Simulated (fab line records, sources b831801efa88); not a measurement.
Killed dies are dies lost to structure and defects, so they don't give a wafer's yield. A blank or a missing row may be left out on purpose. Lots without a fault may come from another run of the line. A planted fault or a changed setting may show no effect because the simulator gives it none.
Which tool did it? | flow sky130 | 7 lots, 21 wafers sampled, at 2 steps of a route of 708

WHAT THE GAUGES READ, wafer by wafer
SKY_SD_N_RS_MEAS_16: measures by four-point-probe.
lot  | measured     | on            | SD_N_RS (ohm/sq)
L423 | day 28 08:01 | film_metro-04 | 68.74 68.68 68.75
L428 | day 30 06:12 | film_metro-02 | 65.99 65.92 65.83
L434 | day 32 01:50 | film_metro-04 | 68.58 68.79 68.60
L436 | day 32 20:21 | film_metro-02 | 68.45 68.39 68.38
L440 | day 34 05:59 | film_metro-04 | 68.89 68.72 68.87
L442 | day 34 12:03 | film_metro-04 | 68.86 68.86 68.95
L445 | day 35 14:49 | film_metro-04 | 68.93 68.76 68.92

WHICH TOOL RAN EACH LOT (tool, then ch and the chambers of the sampled wafers, then the start)
lot  | SKY_SD_N_IMPLANT_10
L423 | implanter-04 ch 0, day 28 07:28
L428 | implanter-04 ch 0, day 30 04:58
L434 | implanter-04 ch 0, day 32 01:19
L436 | implanter-03 ch 0, day 32 19:49
L440 | implanter-04 ch 0, day 34 05:27
L442 | implanter-04 ch 0, day 34 11:31
L445 | implanter-04 ch 0, day 35 14:17
- SKY_SD_N_IMPLANT_10

THE ANSWER, worked out from the rows above alone
Rule: what is usual is taken from the lots themselves. Put in order of their means at a reading, lots are off if they are a third of the lots or fewer, leave a main group of 4 or more, and stand apart from it by a gap of 3 or more times the standard deviation of the main group's means; of several such gaps the widest counts. A main group whose means are all the same, to the digits that the tables above print for the reading, isn't used. A lot without any number at a reading at which 4 lots or more have one is off too. The other lots that the step has rows for count as sound.
Off: L428, at SKY_SD_N_RS_MEAS_16 (SD_N_RS). The main group: mean 68.73 ohm/sq, standard deviation 0.17.
A tool fits if, at a process step before that reading, it ran every lot that is off, and no sound lot after the first of them. The gauges at SKY_SD_N_RS_MEAS_16 are tried like those tools. None of those tried fits.

WHAT THE SIMULATOR HAD PUT IN
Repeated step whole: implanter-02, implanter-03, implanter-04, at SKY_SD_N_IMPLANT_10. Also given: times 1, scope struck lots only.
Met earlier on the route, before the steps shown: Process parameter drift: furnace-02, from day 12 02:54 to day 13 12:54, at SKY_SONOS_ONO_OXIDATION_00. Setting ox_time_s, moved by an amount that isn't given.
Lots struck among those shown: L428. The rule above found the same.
